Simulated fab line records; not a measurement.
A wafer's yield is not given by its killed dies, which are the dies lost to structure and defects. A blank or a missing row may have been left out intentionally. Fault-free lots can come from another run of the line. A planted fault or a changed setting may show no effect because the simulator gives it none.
A struck lot beside a sound one	flow sky130	16 out of 708 route steps
Sound: the wafers L494.1, L494.3, L494.5. Wafers L512.2, L512.4, L512.5 were the ones struck. The cause comes at the end.
For every step that has rows: the tool of each side, followed by ch and its chambers, followed by its first start. Under that, the readings that differ: sound wafers	struck wafers	difference of the means	sigmas: that difference in standard deviations of wafers without a fault.
alike: readings whose means differ by less than 2 such deviations, and words and numbers that are the same on both sides. not compared: withheld readings, readings that some wafer has no value for, bounds like >300 that may hide the same value, and numbers for which the record gives no deviation and whose values overlap.
The two part at a step that has a row with sigmas, a row that says differs or no value, or rows on one side only. Numbers that have no deviation but don't overlap get no sigmas and don't part them. Lack of a reading on every wafer of one side parts them only where that side has two or more wafers.

first, 2 steps without rows for these wafers: SKY_VT_ADJUST_PCH_PEB_05; SKY_VT_ADJUST_PCH_DEVELOP_06 (develop time 60 s).
SKY_VT_ADJUST_PCH_OVL_MEAS_07:
  sound on overlay-01 at day 10 13:32; struck on overlay-02 at day 16 04:32
  alike: VT_ADJUST_PCH_OVL
following that, these wafers have no rows for 1 step: SKY_VT_ADJUST_PCH_IMPLANT_08.
SKY_VT_ADJUST_PCH_STRIP_09: strips in O2/N2.
  sound on plasmaAsher-02 ch 0,1, day 10 13:44; struck on plasmaAsher-04 ch 0,1, day 16 04:43
  alike: drypumpMotorCurrentA, oesProductAu, stripTimeToEndpointS
  not compared: rfHoursCounterH
SKY_VT_ADJUST_PCH_TW_MEAS_10:
  sound on filmMetro-04 at day 10 13:50; struck on filmMetro-03 at day 16 04:49
  alike: VT_ADJUST_PCH_TW
then, 6 steps without rows for these wafers: SKY_SONOS_TUNNEL_DEHYDRATE_00 (time 60 s); SKY_SONOS_TUNNEL_HMDS_01 (prime time 60 s); SKY_SONOS_TUNNEL_COAT_02 (resist thk 1140 nm); SKY_SONOS_TUNNEL_SOFTBAKE_03 (time 60 s); SKY_SONOS_TUNNEL_EXPOSE_04 (exposes mask TUNM, target cd 410 nm); SKY_SONOS_TUNNEL_PEB_05.
SKY_SONOS_TUNNEL_DEVELOP_06: develop time 60 s.
  sound on lithoTrack-02 ch 0, day 11 12:53; struck on lithoTrack-02 ch 0, day 17 09:30
SKY_SONOS_TUNNEL_CD_MEAS_07: target cd 410 nm.
  sound on cdSem-02 at day 11 13:02; struck on cdSem-01 at day 17 09:41
reading	sound	struck	difference	sigmas
cdNm (nm)	410.5 412.9 409.6	380.9 383.4 380.8	-29.3	-16
SKY_SONOS_TUNNEL_OVL_MEAS_08:
  sound on overlay-01 at day 11 13:09; struck on overlay-01 at day 17 09:47
  alike: SONOS_TUNNEL_OVL
-- a jump in the record: the struck wafers' starts before and after are 33 days apart (it breaks off in module SONOS_TUNNEL and resumes in module PAD_OPEN, where the first step shown is number 708 of the route) --
SKY_PAD_OPEN_PROBE_99:
  only the struck wafers here have rows in the record (prober-01, day 49 23:44); the sound ones have none

WHERE THEY PART
At SKY_SONOS_TUNNEL_CD_MEAS_07 first; at SKY_PAD_OPEN_PROBE_99 last (within this record only).

WHY: whatever the simulator had introduced
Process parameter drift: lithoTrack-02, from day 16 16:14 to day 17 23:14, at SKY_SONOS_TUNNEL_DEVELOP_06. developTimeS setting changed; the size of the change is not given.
